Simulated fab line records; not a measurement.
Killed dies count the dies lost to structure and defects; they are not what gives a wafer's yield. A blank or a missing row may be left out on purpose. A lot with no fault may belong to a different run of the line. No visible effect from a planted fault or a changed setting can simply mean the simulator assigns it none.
A struck lot beside a sound one || flow sfq_line || 21 steps out of a route of 325
Sound: the wafers L529.1, L529.3, L529.4. Wafers L531.2, L531.5, L531.6 were the ones struck. At the end, the cause is stated.
Each step with rows lists, per side, the tool, then ch with its chambers, then its first start. Under that, the readings that differ: sound wafers || struck wafers || difference of the means || sigmas: that difference in standard deviations of wafers without a fault.
alike: readings whose means differ by less than 2 such deviations, and words and numbers that are the same on both sides. not compared: withheld readings, readings that some wafer has no value for, bounds like >300 that may hide the same value, and numbers for which the record gives no deviation and whose values overlap.
A row with sigmas, a row that says differs or no value, or rows on one side alone: a step with any of these is where the two part. Numbers that have no deviation but don't overlap get no sigmas and don't part them. Lack of a reading on every wafer of one side parts them only where that side has two or more wafers.

first, 2 steps without rows for these wafers: SFQ_TRILAYER_M7_LITHO_PEB_180 (peb time 60 s); SFQ_TRILAYER_M7_LITHO_DEVELOP_179 (time 60 s).
SFQ_M7_OVL_MEAS_945:
  sound on overlay-02 at day 82 05:14; struck on overlay-02 at day 82 14:50
  alike: M7_OVL
SFQ_TRILAYER_M7_BARC_OPEN_METAL_ETCH_229: etches BARC in O2, target depth 125 nm, time 41.7 s.
  sound on rie_metal-04 ch 0,1, day 82 05:16; struck on rie_metal-04 ch 0,1, day 82 14:52
  alike: chamber_pressure_mTorr, drypump_motor_current_A, oes_product_au
  not compared: rf_hours_counter_h
SFQ_TRILAYER_M7_ETCH_METAL_ETCH_180: etches Nb in Cl2/Ar, stops on SiO2, target depth 240 nm, time 120 s.
  sound on rie_metal-04 ch 0,1, day 82 05:19; struck on rie_metal-04 ch 0,1, day 82 14:55
  alike: chamber_pressure_mTorr, drypump_motor_current_A, oes_product_au
  not compared: rf_hours_counter_h
then, 2 steps without rows for these wafers: SFQ_TRILAYER_M7_STRIP_STRIP_181 (strips in O2); SFQ_TRILAYER_M7_STRIP_SOLV_CLEAN_182 (cleans in NMP, time 600 s).
SFQ_TRILAYER_I7_DEP_PECVD_183: deposits SiO2 from SiH4/N2O, time 111.11 s, target thk 500 nm.
  sound on pecvd-04 ch 0,1,2, day 82 06:13; struck on pecvd-02 ch 1,2, day 82 15:49
  alike: heater_power_outer_w, heater_power_w, throttle_valve_pct
then, 1 step without rows for these wafers: SFQ_TRILAYER_I7_CMP_CMP_184 (polishes SiO2).
SFQ_I7_BOW_MEAS_946:
  sound on film_metro-02 at day 82 10:17; struck on film_metro-02 at day 82 18:55
  alike: I7_BOW
SFQ_TRILAYER_I7_METRO_MEASURE_185:
  sound on film_metro-02 at day 82 10:25; struck on film_metro-02 at day 82 19:13
  alike: thk_nm
then, 1 step without rows for these wafers: SFQ_TRILAYER_I7_VIA_LITHO_COAT_192 (resist thk 62 nm).
SFQ_TRILAYER_I7_VIA_LITHO_COAT_187: resist thk 650 nm.
  sound on litho_track-02 ch 0, day 82 11:55; struck on litho_track-01 ch 0, day 82 20:34
{"reading": "dispense_pressure_kPa (kPa)", "sound": "52.2 52.2 52.2", "struck": "48.2 48.2 48.2", "difference": -4.0, "sigmas": -2}
{"reading": "spin_speed_rpm (rpm)", "sound": "2998.2 3001.9 3000.2", "struck": "2651.1 2648.9 2650.6", "difference": -349.9, "sigmas": "-99 or more"}
{"reading": "model.KrF_of_TRILAYER_I7_VIA_LITHO_COAT_187.thk_nm (nm)", "sound": "649.1 649.3 648.5", "struck": "692 691.4 691.6", "difference": "+43", "sigmas": ""}
then, 4 steps without rows for these wafers: SFQ_TRILAYER_I7_VIA_LITHO_SOFTBAKE_191; SFQ_TRILAYER_I7_VIA_LITHO_EXPOSE_188 (exposes mask I7, target cd 1000 nm); SFQ_TRILAYER_I7_VIA_LITHO_PEB_190 (peb time 60 s); SFQ_TRILAYER_I7_VIA_LITHO_DEVELOP_189 (time 60 s).
-- the record jumps here: 3 days lie between the struck wafers' starts before and after --
SFQ_I7_OVL_MEAS_947:
  sound on overlay-02 at day 86 02:59; struck on overlay-02 at day 86 07:58
  alike: I7_OVL
SFQ_TRILAYER_I7_VIA_BARC_OPEN_VIA_ETCH_260: etches BARC in O2, target depth 125 nm, time 41.7 s.
  sound on rie_diel-03 ch 0,1,2, day 86 03:01; struck on rie_diel-03 ch 1,2, day 86 07:59
  alike: chamber_pressure_mTorr, drypump_motor_current_A, oes_product_au
  not compared: rf_hours_counter_h
SFQ_TRILAYER_I7_VIA_ETCH_VIA_ETCH_190: etches SiO2 in CHF3, stops on Nb, target depth 260 nm.
  sound on rie_diel-03 ch 0,1,2, day 86 03:04; struck on rie_diel-03 ch 1,2, day 86 08:02
{"reading": "model.KrF_of_TRILAYER_I7_VIA_LITHO_COAT_187.thk_nm (nm)", "sound": "527.5 527 527.5", "struck": "570.8 570 571.3", "difference": "+43.4", "sigmas": ""}
  alike: chamber_pressure_mTorr, drypump_motor_current_A, oes_product_au
then, 1 step without rows for these wafers: SFQ_TRILAYER_I7_VIA_STRIP_STRIP_191 (strips in O2).

== WHERE THEY PART ==
Only at SFQ_TRILAYER_I7_VIA_LITHO_COAT_187, as far as this record shows. Later steps at which nothing parts them and some readings are alike: SFQ_I7_OVL_MEAS_947, SFQ_TRILAYER_I7_VIA_BARC_OPEN_VIA_ETCH_260, SFQ_TRILAYER_I7_VIA_ETCH_VIA_ETCH_190.

WHY: what the simulator had put in
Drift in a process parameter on litho_track-01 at SFQ_TRILAYER_I7_VIA_LITHO_COAT_187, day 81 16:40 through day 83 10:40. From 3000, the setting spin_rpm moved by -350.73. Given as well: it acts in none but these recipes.
